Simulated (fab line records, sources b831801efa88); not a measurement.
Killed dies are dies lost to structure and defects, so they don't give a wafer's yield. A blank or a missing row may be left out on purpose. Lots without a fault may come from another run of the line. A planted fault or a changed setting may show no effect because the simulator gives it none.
fab line records | flow gf180mcu | part 2 of 2: steps 27 to 36 of 36
record lots=5 wafers=15 last_day=33
route steps=602 shown HV_LDD@214 NSD@235 PSD@248
lots that met no fault: from a run of the same line without faults
start_h: hours from the record's first day to the start of the lot's first wafer shown | wait_h: hours since the lot's step before | " the same as in the row above | L1.1+2: a row that stands for several wafers | - no value, or no start given | * or withheld: withheld | < > ~ a bound
route shown NAME@n: a module of which the file shows steps, and the number in the route of the first | usual: mean/standard deviation of fault-free wafers | same: alike in all rows | chamber/n: place in a boat | sites: the reading at each site | _std_site: their standard deviation | _edge_site: outer sites' mean less inner sites' | radius_mm: how far each site lies from the wafer's centre | mask NAME#n: copy n | behind: the tool/chamber that last shaped the wafer | hold: why the lot was held/for how many hours/how that ended | device: the transistor (n, p or np) that didn't switch | end of line: the same wafers' tests at the end of the route | a step without rows: its recipe alone | killed: dies lost to structure and defects at the first sort, not the wafer's yield | map: a wafer's dies, x killed, . not, _ none there
set.NAME: the setting as run; set.NAME@STEP: as run at that earlier step | model.NAME: the simulator's own value behind a step, which no gauge read
lots at some steps of the route; a table a step, a row a wafer
services: from which hour (start_h, from the record's first day; less than 0 if before it) a tool's chamber was out of use, for how many hours, and why
## steps
# step GF_NSD_PEB_05
# recipe temp_c=withheld time_s=* resist=NOVOLAK
# usual resist_line_temp_C=*
# columns lot.wafer tool chamber start_h wait_h resist_line_temp_C
L074.1 litho_track-02 0 - - *
L074.3 " 0 " " *
L074.4 " 0 " " *
L075.1 litho_track-01 0 - - *
L075.5 " 0 " " *
L075.6 " 0 " " *
L079.1 litho_track-03 0 - - *
L079.2 " 0 " " *
L079.6 " 0 " " *
L088.3 litho_track-03 0 - - *
L088.4 " 0 " " *
L088.5 " 0 " " *
L092.1 litho_track-02 0 - - *
L092.3 " 0 " " *
L092.6 " 0 " " *
# step GF_NSD_DEVELOP_06
# recipe develop_time_s=60 dev_temp_c=23
# usual resist_line_temp_C=23.00/0.093
# columns lot.wafer tool chamber start_h wait_h resist_line_temp_C
L074.1 litho_track-02 0 301.50 0.1 23.02
L074.3 " 0 " " 23.10
L074.4 " 0 " " 22.88
L075.1 litho_track-01 0 307.89 0.1 23.00
L075.5 " 0 " " 22.98
L075.6 " 0 " " 22.97
L079.1 litho_track-03 0 333.29 0.1 23.03
L079.2 " 0 " " 23.14
L079.6 " 0 " " 23.07
L088.3 litho_track-03 0 408.54 0.1 22.96
L088.4 " 0 " " 22.98
L088.5 " 0 " " 22.97
L092.1 litho_track-02 0 439.40 0.1 22.94
L092.3 " 0 " " 23.02
L092.6 " 0 " " 23.01
# step GF_NSD_CD_MEAS_07
# recipe target_cd_nm=400
# usual cd_nm=399.9/2.4
# columns lot.wafer tool chamber start_h wait_h cd_nm
L074.1 cd_sem-02 - 301.65 0.1 395.3
L074.3 " - " " 396.8
L074.4 " - " " 395.7
L075.1 cd_sem-01 - 308.04 0.1 397.0
L075.5 " - " " 398.9
L075.6 " - " " 399.7
L079.1 cd_sem-02 - 333.44 0.1 401.0
L079.2 " - " " 400.5
L079.6 " - " " 402.0
L088.3 cd_sem-01 - 408.79 0.2 397.9
L088.4 " - " " 399.5
L088.5 " - " " 399.9
L092.1 cd_sem-02 - 439.55 0.1 399.2
L092.3 " - " " 398.4
L092.6 " - " " 397.4
# step GF_NSD_OVL_MEAS_08
# usual NSD_OVL=0.1/1.5
# columns lot.wafer tool chamber start_h wait_h NSD_OVL[nm]
L074.1 overlay-02 - 301.77 0.1 -0.3
L074.3 " - " " -0.5
L074.4 " - " " -0.2
L075.1 overlay-02 - 308.16 0.1 1.1
L075.5 " - " " 0.9
L075.6 " - " " 0.6
L079.1 overlay-01 - 333.56 0.1 1.0
L079.2 " - " " 0.5
L079.6 " - " " 1.5
L088.3 overlay-01 - 408.88 0.1 -1.2
L088.4 " - " " -0.9
L088.5 " - " " -2.6
L092.1 overlay-01 - 439.67 0.1 0.3
L092.3 " - " " 1.0
L092.6 " - " " 2.7
# step GF_NSD_IMPLANT_09
# recipe species=As energy_kev=60 dose_cm2=4e+15 tilt_deg=7
# columns lot.wafer tool chamber start_h wait_h
L074.1+3+4 implanter-04 0 301.81 0.0
L075.1+5+6 implanter-02 0 308.20 0.0
L079.1+2+6 implanter-03 0 333.60 0.0
L088.3+4+5 implanter-03 0 408.96 0.1
L092.1+3+6 implanter-03 0 439.70 0.0
# step GF_NSD_IMPLANT_10
# recipe species=P energy_kev=40 dose_cm2=5e+14 tilt_deg=7
# columns lot.wafer tool chamber start_h wait_h
L074.1+3+4 implanter-04 0 301.96 0.1
L075.1+5+6 implanter-02 0 308.35 0.1
L079.1+2+6 implanter-03 0 333.75 0.1
L088.3+4+5 implanter-03 0 409.11 0.1
L092.1+3+6 implanter-03 0 439.85 0.1
# step GF_NSD_STRIP_11
# recipe chemistry=O2/N2 power_w=1400 pressure_mtorr=1500 platen_temp_c=250 o2_flow_sccm=3000 n2_flow_sccm=300 overash_fraction=0.5
# usual drypump_motor_current_A=5.5/0.6 heater_power_w=355/18 oes_product_au=0.488/0.0047 strip_time_to_endpoint_s=22.98/0.036
# columns lot.wafer tool chamber start_h wait_h drypump_motor_current_A heater_power_w oes_product_au rf_hours_counter_h strip_time_to_endpoint_s
L074.1 plasma_asher-02 1 302.11 0.1 5.7 337 0.484 19 22.99
L074.3 " 0 " " 6.6 375 0.484 - 23.04
L074.4 " 1 " " 5.7 341 0.494 - 22.99
L075.1 plasma_asher-04 1 308.50 0.1 5.1 374 0.490 53 22.91
L075.5 " 1 " " 5.1 388 0.496 - 22.91
L075.6 " 0 " " 4.9 338 0.488 - 22.88
L079.1 plasma_asher-03 1 333.90 0.1 6.1 375 0.486 66 23.02
L079.2 " 0 " " 5.5 347 0.493 66 23.05
L079.6 " 1 " " 6.1 371 0.496 - 23.04
L088.3 plasma_asher-02 1 409.24 0.1 5.7 336 0.488 - 23.01
L088.4 " 0 " " 6.6 364 0.493 - 23.02
L088.5 " 1 " " 5.7 324 0.486 - 23.01
L092.1 plasma_asher-04 0 440.00 0.1 4.9 336 0.497 64 22.96
L092.3 " 0 " " 4.9 341 0.489 - 22.95
L092.6 " 1 " " 5.1 366 0.484 - 22.96
# step GF_NSD_TW_MEAS_12
# usual NSD_TW=4293/25
# columns lot.wafer tool chamber start_h wait_h NSD_TW
L074.1 film_metro-03 - 302.21 0.1 4303
L074.3 " - " " 4265
L074.4 " - " " 4266
L075.1 film_metro-02 - 308.60 0.1 4330
L075.5 " - " " 4299
L075.6 " - " " 4311
L079.1 film_metro-03 - 334.00 0.1 4296
L079.2 " - " " 4317
L079.6 " - " " 4285
L088.3 film_metro-04 - 409.33 0.1 4263
L088.4 " - " " 4251
L088.5 " - " " 4267
L092.1 film_metro-02 - 440.10 0.1 4325
L092.3 " - " " 4316
L092.6 " - " " 4322
# step GF_PSD_DEHYDRATE_00
# recipe temp_c=200 time_s=60
# usual resist_line_temp_C=23.00/0.1
# columns lot.wafer tool chamber start_h wait_h resist_line_temp_C
L074.1 litho_track-04 0 311.73 9.5 23.07
L074.3 " 0 " " 22.99
L074.4 " 0 " " 22.79
L075.1 litho_track-01 0 318.24 9.6 22.96
L075.5 " 0 " " 23.04
L075.6 " 0 " " 23.03
L079.1 litho_track-04 0 343.48 9.5 23.01
L079.2 " 0 " " 23.16
L079.6 " 0 " " 23.00
L088.3 litho_track-04 0 420.53 11.2 22.99
L088.4 " 0 " " 23.10
L088.5 " 0 " " 22.96
L092.1 litho_track-03 0 451.79 11.7 22.91
L092.3 " 0 " " 22.96
L092.6 " 0 " " 23.01
# step GF_PSD_HMDS_01
# recipe prime_time_s=60 prime_temp_c=120
# usual prime_temp_c=119.99/0.14 resist_line_temp_C=23.00/0.12
# columns lot.wafer tool chamber start_h wait_h prime_temp_c resist_line_temp_C
L074.1 litho_track-04 0 311.88 0.1 120.07 23.06
L074.3 " 0 " " 119.90 22.98
L074.4 " 0 " " 120.05 23.13
L075.1 litho_track-01 0 318.39 0.1 120.07 23.02
L075.5 " 0 " " 119.89 22.95
L075.6 " 0 " " 119.87 23.08
L079.1 litho_track-04 0 343.63 0.1 119.97 22.90
L079.2 " 0 " " 120.08 22.95
L079.6 " 0 " " 119.95 22.77
L088.3 litho_track-04 0 420.68 0.1 119.95 22.85
L088.4 " 0 " " 119.94 23.06
L088.5 " 0 " " 120.10 23.08
L092.1 litho_track-03 0 451.94 0.1 120.25 22.80
L092.3 " 0 " " 120.25 22.98
L092.6 " 0 " " 120.09 22.88
## services
# columns tool chamber start_h hours kind
implanter-03 - 250.36 4.0 repair
iline_stepper-02 - 253.04 2.1 pm
iline_stepper-01 - 255.12 1.7 pm
rie_diel-02 - 258.97 2.8 pm
plasma_asher-04 - 282.96 1.8 repair
iline_stepper-01 - 287.40 2.1 pm
rie_diel-02 0 289.99 3.0 repair
wet_bench-03 - 290.93 1.6 repair
plasma_asher-04 - 292.25 0.9 repair
iline_stepper-02 - 297.23 1.7 pm
implanter-03 - 319.51 3.0 pm
plasma_asher-04 - 320.57 25.7 pm
implanter-02 - 328.38 2.0 repair
rie_diel-02 0 336.79 2.4 repair
iline_stepper-01 - 339.85 0.7 repair
rie_diel-02 1 347.60 4.0 repair
rie_diel-02 2 348.15 3.7 repair
iline_stepper-02 - 365.78 10.6 repair
rie_diel-02 1 375.01 3.2 repair
implanter-04 - 389.06 7.5 repair
iline_stepper-01 - 390.87 4.4 pm
implanter-04 - 397.22 2.7 repair
implanter-03 - 411.16 3.4 repair
iline_stepper-01 - 445.50 6.9 repair
